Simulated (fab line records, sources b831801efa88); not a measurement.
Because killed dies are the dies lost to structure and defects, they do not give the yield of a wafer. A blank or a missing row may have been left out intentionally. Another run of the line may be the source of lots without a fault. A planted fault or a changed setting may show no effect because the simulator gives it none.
Chamber matching | flow gf180mcu | 4 sister chambers for GF_V3_ETCH_16 on rieDiel-03
The step etches BARC in N2/H2. 7 wafers are shown with their chamber, then 7 later ones without.

== EACH WAFER AND ITS CHAMBER ==
wafer  | chamber | drypumpMotorCurrentA (A) | oesProductAu (a.u.)
L081.5 | 0       | 6.4                      | 0.855
L081.6 | 1       | 6.1                      | 0.851
L090.2 | 2       | 5.5                      | 0.860
L090.5 | 0       | 6.5                      | 0.856
L090.6 | 3       | 6.5                      | 0.852
L094.1 | 1       | 6.1                      | 0.851
L094.2 | 3       | 6.6                      | 0.865

== WAFERS MISSING THEIR CHAMBER ==
wafer  | drypumpMotorCurrentA (A) | oesProductAu (a.u.)
L094.6 | 6.1                      | 0.845
L095.1 | 6.5                      | 0.863
L095.2 | 6.4                      | 0.858
L095.3 | 5.6                      | 0.853
L097.1 | 6.5                      | 0.852
L097.5 | 5.6                      | 0.859
L097.6 | 6.5                      | 0.853

== THE CHAMBER EACH PASSED THROUGH ==
wafer  | from the rows above     | in truth
L094.6 | 1                       | 1
L095.1 | can't be placed: 3 or 0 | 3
L095.2 | can't be placed: 0 or 3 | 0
L095.3 | 2                       | 2
L097.1 | can't be placed: 0 or 3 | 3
L097.5 | 2                       | 2
L097.6 | can't be placed: 0 or 3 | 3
Correct placement for 3 of the 7. From these rows, 4 cannot be placed; in 4 the true chamber is one of the candidates. Wrongly placed: 0.
How it was worked out, from the rows above alone: a wafer's distance from a chamber is the root of the sum, over the readings, of the square of ((its reading less the chamber's mean) divided by the reading's scatter). The wafer belongs to the nearest chamber; if the next one is less than 2 further off, it can't be placed. Each chamber's mean is taken over the wafers shown for it. How the scatter is found: for the shown wafers, subtract from each reading the mean of its chamber, square and add these, divide the total by (wafers less chambers), then take the root.
